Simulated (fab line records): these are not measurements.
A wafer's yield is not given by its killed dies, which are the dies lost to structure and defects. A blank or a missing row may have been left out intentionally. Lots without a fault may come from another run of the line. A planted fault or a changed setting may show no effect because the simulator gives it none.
2 desks, one fault + flow gf180mcu + only its own numbers are on each desk; what lay behind them is given at the end

DESK OF THE TOOL OWNER: pvd sputter-03
The tool's own readings at GF_CONTACT_SPUTTER_23 (material TiN, target thk 10 nm, time 40 s): means of the sampled wafers that have a number, for each lot that ran on this tool. The brackets show how far a lot's mean lies from the usual mean; more than 4 standard deviations puts the lot out of limits, marked OUT.
Columns: A = throttle valve pct at GF_CONTACT_SPUTTER_23, usual 30.2 %
| lot  | first seen here | A    |
|------|-----------------|------|
| L774 | day 16 09:48    | 30.2 |
| L788 | day 21 14:18    | 30.8 |
| L789 | day 21 17:44    | 31.5 |
This desk found nothing out of limits on any of the 3 lots.

AT THE METROLOGY DESK
Means of the sampled wafers that have a number, per lot and without regard to the tool the lot ran on: this is what the gauges read. The brackets show how far a lot's mean lies from the usual mean; more than 4 standard deviations puts the lot out of limits, marked OUT.
Columns: A = cd nm at GF_CONTACT_CD_MEAS_14, usual 219.9 nm; B = CONTACT_OVL at GF_CONTACT_OVL_MEAS_15, usual 2 nm
| lot  | first seen here | A     | B  |
|------|-----------------|-------|----|
| L774 | day 16 09:07    | 218.2 | -9 |
| L777 | day 17 07:34    | 219.7 | -2 |
| L788 | day 21 13:38    | 218.7 | 4  |
| L789 | day 21 17:04    | 220.0 | 1  |
| L792 | day 22 19:32    | 217.9 | -1 |
| L793 | day 22 22:34    | 219.0 | -2 |
This desk found nothing out of limits on any of the 6 lots.

ALL TOGETHER
The desk of the tool owner found nothing out of limits.
At the metrology desk, nothing out of limits was observed.

WHAT THE SIMULATOR PUT IN
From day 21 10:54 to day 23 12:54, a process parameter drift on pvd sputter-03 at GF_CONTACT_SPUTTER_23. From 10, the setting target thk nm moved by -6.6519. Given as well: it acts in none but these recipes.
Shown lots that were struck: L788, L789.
